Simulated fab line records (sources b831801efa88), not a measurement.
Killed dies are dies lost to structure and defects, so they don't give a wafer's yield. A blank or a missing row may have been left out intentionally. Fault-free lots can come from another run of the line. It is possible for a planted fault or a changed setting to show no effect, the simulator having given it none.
fab line records	flow gf180mcu	part 1 of 2: steps 1 to 28 of 42
record: lots: 5	wafers: 15	last_day: 33
route steps=602 shown PSD@260 NSD@262 SAB@264 SALICIDE@278 CONTACT@287
lots that met no fault: from a run of the same line without faults
start_h: hours from the record's opening day to when the first of the lot's shown wafers began	wait_h: hours since the lot's step before	" identical to the entry in the row above	L1.1+2: one row covering several wafers at once	- no value present, or no start provided	* or withheld: withheld	< > ~ a bound
route shown NAME@n: names a module that has steps shown in the file, with the first one's number in the route	usual: mean and standard deviation over wafers with no fault	same: alike in all rows	chamber/n: place in a boat	sites: the reading at each site	_std_site: standard deviation of those values	_edge_site: the outer-site mean with the inner-site mean subtracted	radius_mm: for every site, how far away it sits from the centre of the wafer	mask NAME#n: copy n	behind: the tool/chamber that last shaped the wafer	hold: why the lot went on hold/how many hours it stayed there/how the hold came to an end	device: the n, p or np transistor that did not switch	end of line: the route-end tests of the same wafers	a step without rows: its recipe alone	killed: dies that structure and defects cost at the first sort, which is not the same as the wafer's yield	map: a wafer's dies, x killed, . not, _ none there
set.NAME: the setting that was run; set.NAME@STEP: the one run at that earlier step	model.NAME: the simulator's own value behind a step, which no gauge read
lots seen at some steps along the route; tables by step, rows by wafer
services: the hour from which a tool's chamber was out of use, counted from the record's first day as start_h (under 0 if before that day), plus the number of hours and why
== steps ==
step: GF_PSD_CLEAN_12
recipe: chemistry: SC1/SC2	mix: 1:4:20	temp_c: 70	time_s: 150	dry: n2_spin
usual: bath_guard_temp_C: 69.9/0.43
lot.wafer	tool	chamber	start_h	wait_h	bath_guard_temp_C
L075.1	wet_bench-04	2	324.88	0.1	70.4
L075.2	"	2	"	"	70.8
L075.5	"	2	"	"	70.5
L076.1	wet_bench-04	0	333.03	0.1	69.4
L076.4	"	0	"	"	69.7
L076.5	"	0	"	"	69.7
L077.3	wet_bench-01	3	350.63	0.0	69.2
L077.4	"	3	"	"	69.1
L077.6	"	3	"	"	69.4
L085.1	wet_bench-04	3	408.92	0.1	70.2
L085.4	"	3	"	"	69.8
L085.6	"	3	"	"	70.1
L091.1	wet_bench-01	2	463.11	0.1	70.3
L091.2	"	2	"	"	70.0
L091.5	"	2	"	"	70.1
step: GF_PSD_RTA_13
recipe: temp_c: 1025	time_s: 20	ambient: N2
usual: chamber_o2_ppm: 1.998/0.021	lamp_power_pct: 38/3.6	wafer_temp_C_max: 1030.1/1.4
lot.wafer	tool	chamber	start_h	wait_h	chamber_o2_ppm	lamp_power_pct	wafer_temp_C_max
L075.1	rtp_anneal-01	0	324.93	0.0	2.000	34	1032.0
L075.2	"	0	"	"	1.984	34	1031.5
L075.5	"	0	"	"	1.996	34	1029.6
L076.1	rtp_anneal-01	0	333.08	0.0	1.973	35	1031.6
L076.4	"	0	"	"	2.005	34	1029.3
L076.5	"	0	"	"	2.003	34	1029.3
L077.3	rtp_anneal-02	0	350.71	0.0	1.991	42	1028.7
L077.4	"	0	"	"	1.996	42	1028.3
L077.6	"	0	"	"	2.013	42	1029.0
L085.1	rtp_anneal-01	0	408.98	0.0	1.960	34	1031.1
L085.4	"	0	"	"	1.978	34	1031.1
L085.6	"	0	"	"	1.970	34	1029.8
L091.1	rtp_anneal-02	0	463.16	0.0	2.008	42	1030.7
L091.2	"	0	"	"	1.961	42	1028.7
L091.5	"	0	"	"	1.984	42	1029.8
step: GF_PSD_RS_MEAS_14
recipe: thk_meas_gauge: four-point-probe
usual: NSD_RS: 46.11/0.093
lot.wafer	tool	chamber	start_h	wait_h	NSD_RS[ohm/sq]
L075.1	film_metro-03	-	325.01	0.1	46.03
L075.2	"	-	"	"	45.96
L075.5	"	-	"	"	45.97
L076.1	film_metro-03	-	333.16	0.1	45.95
L076.4	"	-	"	"	46.04
L076.5	"	-	"	"	46.04
L077.3	film_metro-03	-	350.80	0.1	46.14
L077.4	"	-	"	"	46.11
L077.6	"	-	"	"	46.15
L085.1	film_metro-04	-	409.06	0.1	46.11
L085.4	"	-	"	"	46.14
L085.6	"	-	"	"	46.18
L091.1	film_metro-01	-	463.24	0.1	46.18
L091.2	"	-	"	"	46.11
L091.5	"	-	"	"	46.15
step: GF_PSD_RS_MEAS_15
recipe: thk_meas_gauge: four-point-probe
usual: PSD_RS: 108.57/0.29
lot.wafer	tool	chamber	start_h	wait_h	PSD_RS[ohm/sq]
L075.1	film_metro-03	-	325.13	0.1	108.54
L075.2	"	-	"	"	108.09
L075.5	"	-	"	"	108.37
L076.1	film_metro-03	-	333.28	0.1	108.65
L076.4	"	-	"	"	108.36
L076.5	"	-	"	"	108.73
L077.3	film_metro-03	-	350.92	0.1	108.30
L077.4	"	-	"	"	108.57
L077.6	"	-	"	"	108.70
L085.1	film_metro-04	-	409.18	0.1	108.98
L085.4	"	-	"	"	108.87
L085.6	"	-	"	"	108.51
L091.1	film_metro-01	-	463.36	0.1	108.86
L091.2	"	-	"	"	108.59
L091.5	"	-	"	"	108.34
step: GF_SAB_CVD_00
recipe: material: SiO2	target_thk_nm: 50	precursor: TEOS	temp_c: 400	time_s: 4.9302	rf_w: 600
usual: heater_power_w: 723/77
lot.wafer	tool	chamber	start_h	wait_h	heater_power_w	since_wet_clean_h
L075.1	pecvd-02	1	325.25	0.1	692	151
L075.2	"	0	"	"	850	151
L075.5	"	1	"	"	717	-
L076.1	pecvd-02	0	333.40	0.1	841	159
L076.4	"	0	"	"	871	-
L076.5	"	2	"	"	758	-
L077.3	pecvd-02	0	351.00	0.1	843	176
L077.4	"	1	"	"	795	-
L077.6	"	0	"	"	841	-
L085.1	pecvd-04	0	409.30	0.1	611	26
L085.4	"	2	"	"	725	-
L085.6	"	0	"	"	619	-
L091.1	pecvd-02	2	463.48	0.1	768	289
L091.2	"	0	"	"	872	289
L091.5	"	0	"	"	864	-
step: GF_SAB_THK_MEAS_01
recipe: reads: SiO2_of_SAB_CVD_00
usual: SAB_CVD_00_THK: 49.8/0.76
lot.wafer	tool	chamber	start_h	wait_h	SAB_CVD_00_THK[nm]
L075.1	film_metro-01	-	325.27	0.0	49.0
L075.2	"	-	"	"	49.9
L075.5	"	-	"	"	50.1
L076.1	film_metro-04	-	333.42	0.0	50.0
L076.4	"	-	"	"	50.8
L076.5	"	-	"	"	49.2
L077.3	film_metro-04	-	351.04	0.0	49.9
L077.4	"	-	"	"	50.4
L077.6	"	-	"	"	50.6
L085.1	film_metro-04	-	409.32	0.0	48.9
L085.4	"	-	"	"	50.2
L085.6	"	-	"	"	50.0
L091.1	film_metro-04	-	463.50	0.0	49.7
L091.2	"	-	"	"	50.1
L091.5	"	-	"	"	50.4
step: GF_SAB_DEHYDRATE_02
recipe: temp_c: 200	time_s: 60
lot.wafer	tool	chamber	start_h	wait_h
L075.1+2+5	litho_track-04	0	334.93	9.7
L076.1+4+5	litho_track-02	0	343.56	10.1
L077.3+4+6	litho_track-02	0	361.51	10.5
L085.1+4+6	litho_track-02	0	420.41	11.1
L091.1+2+5	litho_track-02	0	474.86	11.3
step: GF_SAB_HMDS_03
recipe: prime_time_s: 60	prime_temp_c: 120
lot.wafer	tool	chamber	start_h	wait_h
L075.1+2+5	litho_track-04	0	335.08	0.1
L076.1+4+5	litho_track-02	0	343.71	0.1
L077.3+4+6	litho_track-02	0	361.66	0.1
L085.1+4+6	litho_track-02	0	420.56	0.1
L091.1+2+5	litho_track-02	0	475.01	0.1
step: GF_SAB_COAT_04
recipe: resist: NOVOLAK	spin_rpm: 3000	resist_thk_nm: 1000
lot.wafer	tool	chamber	start_h	wait_h
L075.1+2+5	litho_track-04	0	335.23	0.1
L076.1+4+5	litho_track-02	0	343.86	0.1
L077.3+4+6	litho_track-02	0	361.81	0.1
L085.1+4+6	litho_track-02	0	420.71	0.1
L091.1+2+5	litho_track-02	0	475.16	0.1
step: GF_SAB_SOFTBAKE_05
recipe: temp_c: 90	time_s: 60	resist: NOVOLAK
lot.wafer	tool	chamber	start_h	wait_h
L075.1+2+5	litho_track-04	0	335.38	0.1
L076.1+4+5	litho_track-02	0	344.01	0.1
L077.3+4+6	litho_track-02	0	361.96	0.1
L085.1+4+6	litho_track-02	0	420.86	0.1
L091.1+2+5	litho_track-02	0	475.31	0.1
step: GF_SAB_EXPOSE_06
recipe: mask_id: SAB	target_cd_nm: 420	na: 0.6	source_shape: conventional	sigma_outer: 0.6	dose_mj: 140
usual: exposure_dose_mJ_cm2: 140.02/0.13
same: na: 0.6
lot.wafer	tool	chamber	start_h	wait_h	mask	exposure_dose_mJ_cm2
L075.1	iline_stepper-01	0	-	-	SAB#0	140.28
L075.2	"	0	"	"	SAB#0	140.06
L075.5	"	0	"	"	SAB#0	140.12
L076.1	iline_stepper-01	0	-	-	SAB#0	139.85
L076.4	"	0	"	"	SAB#0	140.03
L076.5	"	0	"	"	SAB#0	140.02
L077.3	iline_stepper-01	0	-	-	SAB#0	139.96
L077.4	"	0	"	"	SAB#0	139.85
L077.6	"	0	"	"	SAB#0	140.03
L085.1	iline_stepper-02	0	-	-	SAB#0	140.23
L085.4	"	0	"	"	SAB#0	139.88
L085.6	"	0	"	"	SAB#0	140.15
L091.1	iline_stepper-02	0	-	-	SAB#0	140.16
L091.2	"	0	"	"	SAB#0	140.00
L091.5	"	0	"	"	SAB#0	140.12
step: GF_SAB_PEB_07
recipe: temp_c: withheld	time_s: *	resist: NOVOLAK
lot.wafer	tool	chamber	start_h	wait_h
L075.1+2+5	litho_track-03	0	-	-
L076.1+4+5	litho_track-02	0	-	-
L077.3+4+6	litho_track-03	0	-	-
L085.1+4+6	litho_track-04	0	-	-
L091.1+2+5	litho_track-02	0	-	-
step: GF_SAB_DEVELOP_08
recipe: develop_time_s: 60	dev_temp_c: 23
lot.wafer	tool	chamber	start_h	wait_h
L075.1+2+5	litho_track-03	0	346.32	0.1
L076.1+4+5	litho_track-02	0	354.31	0.1
L077.3+4+6	litho_track-03	0	373.37	0.1
L085.1+4+6	litho_track-04	0	432.58	0.1
L091.1+2+5	litho_track-02	0	486.86	0.1
step: GF_SAB_CD_MEAS_09
recipe: target_cd_nm: 420
usual: cd_nm: 420.0/2.2
lot.wafer	tool	chamber	start_h	wait_h	cd_nm
L075.1	cd_sem-01	-	346.47	0.1	419.4
L075.2	"	-	"	"	419.6
L075.5	"	-	"	"	419.0
L076.1	cd_sem-01	-	354.46	0.1	419.1
L076.4	"	-	"	"	420.6
L076.5	"	-	"	"	421.0
L077.3	cd_sem-02	-	373.51	0.1	416.1
L077.4	"	-	"	"	416.5
L077.6	"	-	"	"	417.3
L085.1	cd_sem-02	-	432.73	0.1	420.6
L085.4	"	-	"	"	420.0
L085.6	"	-	"	"	418.1
L091.1	cd_sem-02	-	487.01	0.1	425.0
L091.2	"	-	"	"	426.1
L091.5	"	-	"	"	426.3
step: GF_SAB_OVL_MEAS_10
usual: SAB_OVL: 0.1/1.3
lot.wafer	tool	chamber	start_h	wait_h	SAB_OVL[nm]
L075.1	overlay-01	-	346.59	0.1	-1.3
L075.2	"	-	"	"	0.2
L075.5	"	-	"	"	1.0
L076.1	overlay-01	-	354.58	0.1	0.4
L076.4	"	-	"	"	-0.4
L076.5	"	-	"	"	1.0
L077.3	overlay-01	-	373.60	0.1	1.1
L077.4	"	-	"	"	1.6
L077.6	"	-	"	"	-1.0
L085.1	overlay-01	-	432.85	0.1	-2.4
L085.4	"	-	"	"	0.0
L085.6	"	-	"	"	-0.6
L091.1	overlay-01	-	487.13	0.1	-0.1
L091.2	"	-	"	"	-1.3
L091.5	"	-	"	"	0.1
step: GF_SAB_ETCH_11
recipe: chemistry: C4F8/O2/Ar	mask_material: NOVOLAK	target: SiO2	target_depth_nm: 55	source_w: 1500	bias_w: 1200	pressure_mtorr: 40	c4f8_flow_sccm: withheld	O2_flow_sccm: 6	Ar_flow_sccm: 300	time_s: 8.5
usual: bias_w: 1200/3.6	oes_product_au: 1.003/0.017
lot.wafer	tool	chamber	start_h	wait_h	bias_w	oes_product_au
L075.1	rie_diel-04	2	346.62	0.0	1200	0.995
L075.2	"	1	"	"	1201	1.022
L075.5	"	3	"	"	1203	1.005
L076.1	rie_diel-03	1	354.62	0.0	1202	1.013
L076.4	"	0	"	"	1200	0.973
L076.5	"	3	"	"	1198	1.019
L077.3	rie_diel-03	2	373.62	0.0	1200	0.996
L077.4	"	3	"	"	1199	1.012
L077.6	"	1	"	"	1198	1.006
L085.1	rie_diel-04	0	432.88	0.0	1199	1.038
L085.4	"	1	"	"	1193	1.018
L085.6	"	3	"	"	1202	1.003
L091.1	rie_diel-04	2	487.16	0.0	1196	0.995
L091.2	"	3	"	"	1207	1.005
L091.5	"	1	"	"	1201	1.014
step: GF_SAB_WET_ETCH_12
recipe: chemistry: dHF	target_depth_nm: 22	dry: n2_spin	target: SiO2	temp_c: 25	dilution: 100:1	time_s: 440
lot.wafer	tool	chamber	start_h	wait_h
L075.1+2+5	wet_bench-04	3	346.64	0.0
L076.1+4+5	wet_bench-04	1	354.64	0.0
L077.3+4+6	wet_bench-03	0	373.64	0.0
L085.1+4+6	wet_bench-04	2	432.91	0.0
L091.1+2+5	wet_bench-03	3	487.19	0.0
step: GF_SAB_STRIP_13
recipe: chemistry: O2/N2	power_w: 1400	pressure_mtorr: 1500	platen_temp_c: 250	o2_flow_sccm: 3000	n2_flow_sccm: 300	overash_fraction: 0.5
usual: drypump_motor_current_A: 6.1/0.48	heater_power_w: 325/31	oes_product_au: 0.710/0.0041	strip_time_to_endpoint_s: 12.61/0.035
lot.wafer	tool	chamber	start_h	wait_h	drypump_motor_current_A	heater_power_w	oes_product_au	rf_hours_counter_h	strip_time_to_endpoint_s
L075.1	plasma_asher-04	0	346.77	0.0	5.5	351	0.715	70	12.63
L075.2	"	1	"	"	6.4	364	0.715	70	12.61
L075.5	"	1	"	"	6.4	354	0.710	-	12.62
L076.1	plasma_asher-01	0	354.77	0.0	6.9	355	0.707	25	12.64
L076.4	"	1	"	"	5.7	288	0.709	-	12.66
L076.5	"	1	"	"	5.7	290	0.708	-	12.63
L077.3	plasma_asher-03	1	373.82	0.0	5.9	291	0.707	-	12.60
L077.4	"	0	"	"	6.0	317	0.720	-	12.63
L077.6	"	0	"	"	6.0	314	0.706	-	12.59
L085.1	plasma_asher-03	0	433.05	0.0	6.0	319	0.710	65	12.62
L085.4	"	0	"	"	6.0	310	0.703	-	12.63
L085.6	"	1	"	"	5.8	289	0.702	-	12.65
L091.1	plasma_asher-03	1	487.32	0.0	5.8	284	0.708	71	12.66
L091.2	"	0	"	"	6.0	307	0.705	71	12.65
L091.5	"	0	"	"	6.0	318	0.711	-	12.69
step: GF_SALICIDE_CLEAN_00
recipe: chemistry: SC1/SC2	mix: 1:4:20	temp_c: 70	time_s: 150
usual: bath_guard_temp_C: 69.9/0.4
lot.wafer	tool	chamber	start_h	wait_h	bath_guard_temp_C
L075.1	wet_bench-01	2	346.87	0.1	70.1
L075.2	"	2	"	"	69.8
L075.5	"	2	"	"	69.9
L076.1	wet_bench-02	0	354.87	0.1	69.8
L076.4	"	0	"	"	69.8
L076.5	"	0	"	"	69.8
L077.3	wet_bench-04	1	373.89	0.0	69.6
L077.4	"	1	"	"	69.5
L077.6	"	1	"	"	70.3
L085.1	wet_bench-02	3	433.15	0.1	69.3
L085.4	"	3	"	"	69.8
L085.6	"	3	"	"	69.7
L091.1	wet_bench-01	3	487.42	0.1	69.1
L091.2	"	3	"	"	69.3
L091.5	"	3	"	"	69.0
step: GF_SALICIDE_WET_ETCH_01
recipe: chemistry: dHF	target_depth_nm: 5	dry: ipa_marangoni	target: SiO2	temp_c: 25	dilution: 100:1	time_s: 100
lot.wafer	tool	chamber	start_h	wait_h
L075.1+2+5	wet_bench-02	3	346.92	0.0
L076.1+4+5	wet_bench-01	2	354.92	0.0
L077.3+4+6	wet_bench-01	3	373.94	0.0
L085.1+4+6	wet_bench-01	3	433.20	0.0
L091.1+2+5	wet_bench-02	1	487.47	0.0
step: GF_SALICIDE_SPUTTER_02
recipe: material: Co	target_thk_nm: 10	power_w: 1000	time_s: 20	chamber_pressure_pa: 0.4
usual: throttle_valve_pct: 30.2/0.86
lot.wafer	tool	chamber	start_h	wait_h	throttle_valve_pct
L075.1	pvd_sputter-02	-	346.96	0.0	30.5
L075.2	"	-	"	"	31.9
L075.5	"	-	"	"	29.8
L076.1	pvd_sputter-03	-	354.95	0.0	30.3
L076.4	"	-	"	"	30.2
L076.5	"	-	"	"	29.7
L077.3	pvd_sputter-01	-	373.97	0.0	31.5
L077.4	"	-	"	"	29.9
L077.6	"	-	"	"	29.1
L085.1	pvd_sputter-03	-	433.24	0.0	30.1
L085.4	"	-	"	"	30.0
L085.6	"	-	"	"	31.6
L091.1	pvd_sputter-01	-	487.50	0.0	31.3
L091.2	"	-	"	"	29.1
L091.5	"	-	"	"	29.4
step: GF_SALICIDE_SPUTTER_03
recipe: material: TiN	target_thk_nm: 20	power_w: 6500	time_s: 16.7	chamber_pressure_pa: 0.4
usual: throttle_valve_pct: 30.2/0.85
lot.wafer	tool	chamber	start_h	wait_h	throttle_valve_pct
L075.1	pvd_sputter-02	-	346.99	0.0	30.5
L075.2	"	-	"	"	31.8
L075.5	"	-	"	"	29.9
L076.1	pvd_sputter-03	-	354.98	0.0	30.4
L076.4	"	-	"	"	30.1
L076.5	"	-	"	"	29.9
L077.3	pvd_sputter-01	-	374.00	0.0	31.3
L077.4	"	-	"	"	29.8
L077.6	"	-	"	"	29.2
L085.1	pvd_sputter-03	-	433.27	0.0	30.1
L085.4	"	-	"	"	30.2
L085.6	"	-	"	"	31.8
L091.1	pvd_sputter-01	-	487.53	0.0	31.3
L091.2	"	-	"	"	29.5
L091.5	"	-	"	"	29.0
step: GF_SALICIDE_RS_MEAS_04
recipe: thk_meas_gauge: four-point-probe	reads: TiN_of_SALICIDE_SPUTTER_03+Co_of_SALICIDE_SPUTTER_02
usual: SALICIDE_TIN_RS: 16.1/0.34
lot.wafer	tool	chamber	start_h	wait_h	SALICIDE_TIN_RS[ohm/sq]
L075.1	film_metro-03	-	347.02	0.0	15.9
L075.2	"	-	"	"	15.8
L075.5	"	-	"	"	15.9
L076.1	film_metro-02	-	355.01	0.0	16.0
L076.4	"	-	"	"	16.3
L076.5	"	-	"	"	16.6
L077.3	film_metro-02	-	374.07	0.1	15.9
L077.4	"	-	"	"	15.6
L077.6	"	-	"	"	16.0
L085.1	film_metro-04	-	433.29	0.0	16.6
L085.4	"	-	"	"	16.6
L085.6	"	-	"	"	16.9
L091.1	film_metro-02	-	487.56	0.0	16.0
L091.2	"	-	"	"	15.7
L091.5	"	-	"	"	16.0
step: GF_SALICIDE_THK_MEAS_05
recipe: thk_meas_gauge: xrf	reads: TiN_of_SALICIDE_SPUTTER_03
usual: SALICIDE_TIN_THK: 20.07/0.25
lot.wafer	tool	chamber	start_h	wait_h	SALICIDE_TIN_THK[nm]
L075.1	film_metro-03	-	347.14	0.1	20.08
L075.2	"	-	"	"	20.01
L075.5	"	-	"	"	20.04
L076.1	film_metro-02	-	355.13	0.1	20.30
L076.4	"	-	"	"	20.38
L076.5	"	-	"	"	20.28
L077.3	film_metro-02	-	374.17	0.1	20.05
L077.4	"	-	"	"	20.11
L077.6	"	-	"	"	19.89
L085.1	film_metro-04	-	433.41	0.1	20.01
L085.4	"	-	"	"	20.01
L085.6	"	-	"	"	20.02
L091.1	film_metro-02	-	487.68	0.1	19.98
L091.2	"	-	"	"	20.00
L091.5	"	-	"	"	19.76
step: GF_SALICIDE_RTA_06
recipe: temp_c: 530	time_s: 30	ambient: N2
usual: chamber_o2_ppm: 2.000/0.02	lamp_power_pct: 6.8/0.65	wafer_temp_C_max: 532.7/0.75
lot.wafer	tool	chamber	start_h	wait_h	chamber_o2_ppm	lamp_power_pct	wafer_temp_C_max
L075.1	rtp_anneal-01	0	347.20	0.1	1.991	6.3	532.4
L075.2	"	0	"	"	1.988	6.3	532.3
L075.5	"	0	"	"	1.977	6.2	532.0
L076.1	rtp_anneal-01	0	355.19	0.1	1.969	6.2	532.5
L076.4	"	0	"	"	1.946	6.3	533.0
L076.5	"	0	"	"	1.978	6.3	532.2
L077.3	rtp_anneal-01	0	374.24	0.1	2.019	6.3	532.8
L077.4	"	0	"	"	2.038	6.3	532.3
L077.6	"	0	"	"	2.030	6.2	534.3
L085.1	rtp_anneal-01	0	433.47	0.1	1.949	6.3	533.6
L085.4	"	0	"	"	2.005	6.3	534.1
L085.6	"	0	"	"	2.000	6.3	534.0
L091.1	rtp_anneal-01	0	487.74	0.1	2.008	6.2	533.3
L091.2	"	0	"	"	2.026	6.3	534.1
L091.5	"	0	"	"	2.002	6.2	533.2
step: GF_SALICIDE_WET_ETCH_07
recipe: chemistry: SPM	target_depth_nm: 120	dry: n2_spin
lot.wafer	tool	chamber	start_h	wait_h
L075.1+2+5	wet_bench-04	0	347.30	0.1
L076.1+4+5	wet_bench-04	0	355.29	0.1
L077.3+4+6	wet_bench-04	2	374.31	0.1
L085.1+4+6	wet_bench-02	0	433.67	0.2
L091.1+2+5	wet_bench-04	0	487.84	0.1
step: GF_SALICIDE_RTA_08
recipe: temp_c: 800	time_s: 30	ambient: N2
usual: chamber_o2_ppm: 1.995/0.022	lamp_power_pct: 19.5/1.8	wafer_temp_C_max: 803.8/1.1
lot.wafer	tool	chamber	start_h	wait_h	chamber_o2_ppm	lamp_power_pct	wafer_temp_C_max
L075.1	rtp_anneal-02	0	347.39	0.0	1.973	21.0	802.5
L075.2	"	0	"	"	1.998	21.0	802.9
L075.5	"	0	"	"	1.969	21.0	802.4
L076.1	rtp_anneal-02	0	355.39	0.0	1.994	21.0	803.2
L076.4	"	0	"	"	1.990	21.0	803.9
L076.5	"	0	"	"	1.974	21.1	803.6
L077.3	rtp_anneal-02	0	374.43	0.0	2.007	21.0	803.6
L077.4	"	0	"	"	1.979	21.0	802.0
L077.6	"	0	"	"	2.008	21.0	802.4
L085.1	rtp_anneal-02	0	433.77	0.0	1.991	21.0	802.8
L085.4	"	0	"	"	2.017	21.0	802.9
L085.6	"	0	"	"	2.002	21.1	802.5
L091.1	rtp_anneal-02	0	487.94	0.0	2.002	21.0	802.8
L091.2	"	0	"	"	1.995	21.0	802.9
L091.5	"	0	"	"	2.000	21.0	803.6
step: GF_CONTACT_CVD_00
recipe: material: SiO2	target_thk_nm: 300	sigma_open_frac: 0.3	temp_c: 400	time_s: 50	sih4_flow_sccm: 60	pressure_mtorr: 6
lot.wafer	tool	chamber	start_h	wait_h
L075.1+2+5	hdpcvd-02	2,0,1	347.49	0.1
L076.1+4+5	hdpcvd-02	1,0,1	355.49	0.1
L077.3+4+6	hdpcvd-01	0,1,0	374.50	0.1
L085.1+4+6	hdpcvd-02	2,1,0	433.87	0.1
L091.1+2+5	hdpcvd-01	2,1,0	488.04	0.1
